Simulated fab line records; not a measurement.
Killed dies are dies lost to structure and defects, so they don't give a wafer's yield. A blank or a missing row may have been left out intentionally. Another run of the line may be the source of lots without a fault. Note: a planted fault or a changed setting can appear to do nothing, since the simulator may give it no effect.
Code-filled problem report in 8D (eight disciplines) form ; flow sky130 ; the parts of the form that need people (team, actions taken, sign-off) are left out

== 1. WHAT IS WRONG ==
run-length-s at SKY_VIA2_SOFTBAKE_08 reads a mean of 63.75 s on 9 wafers of 3 lots; wafers without a fault read 119.15 s with a standard deviation of 0.18. So: -99 or more standard deviations from the usual mean.
The step: time 90 s.
First seen on wafer L728.1, day 39 08:00, on litho-track-01. The record has a number at this step for 36 wafers belonging to 12 lots. Rule for "out" (also "out of limits"): further than 4 standard deviations from the usual mean. All remaining wafers that have a number are taken as sound.

== 2. WHAT THIS IS AND IS NOT ==
question;is;is not
which readings at this step;run-length-s, heater-power-total-W;-
which lots;L728, L729, L732;L717, L724, L725, L726, L727, L730, L731, L736, L740
which wafers of those lots;all that have a number;-
read on which tools;litho-track-01;litho-track-03, litho-track-04
when;from day 39 08:00;"up to then (15 sound wafers); but 12 sound wafers of L730, L731, L736, L740 came after"

== 3. THE SUSPECTS, EACH WITH WHAT RULES IT OUT ==
Counting: a tool at any process step up to the reading remains a suspect when it ran all the lots that are out and ran no sound lot after the first of those.
- litho-track-01 at SKY_VIA2_SOFTBAKE_08 (time 90 s): kept. It ran every lot that is out, first L728 (day 39 08:00), and no sound lot after that; its last sound lot up to then is L727 (day 38 23:00). Its own readings are out on those wafers: heater-power-total-W, run-length-s.
The count leaves litho-track-01 at SKY_VIA2_SOFTBAKE_08.

== 4. THE CAUSE (what the simulator had put in) ==
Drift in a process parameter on litho-track-01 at SKY_VIA2_SOFTBAKE_08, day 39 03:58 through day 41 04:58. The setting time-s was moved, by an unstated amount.
Only this tool survived the counting.

== 5. SEQUENCE OF EFFECTS, ordered by route ==
Each row: a reading whose mean over the struck wafers that have a number lies more than 3 standard deviations from the usual. Only readings for which the record gives a usual standard deviation are gone through. hours: the time from each lot's start at the first step in this table that gives one to its start at this step, as a median over the lots. sigmas: the change in usual standard deviations.
hours;step;reading;usual;on struck wafers;change;sigmas
0;SKY_VIA2_SOFTBAKE_08;heater-power-total-W;57.37 W;78.23;+20.86;+99 or more
0;SKY_VIA2_SOFTBAKE_08;run-length-s;119.15 s;63.75;-55.40;-99 or more
Process steps it contains:
- SKY_VIA2_SOFTBAKE_08: time 90 s.
At these later measuring or inspecting steps, every struck wafer for which the step has a row has a number for every such reading, and none has moved that far: SKY_VIA2_CD_MEAS_12.

== 6. HOW IT WOULD HAVE BEEN CAUGHT EARLIER ==
First out-of-limits reading in this record: day 39 08:00, which is 4 hours after fault onset at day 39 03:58.
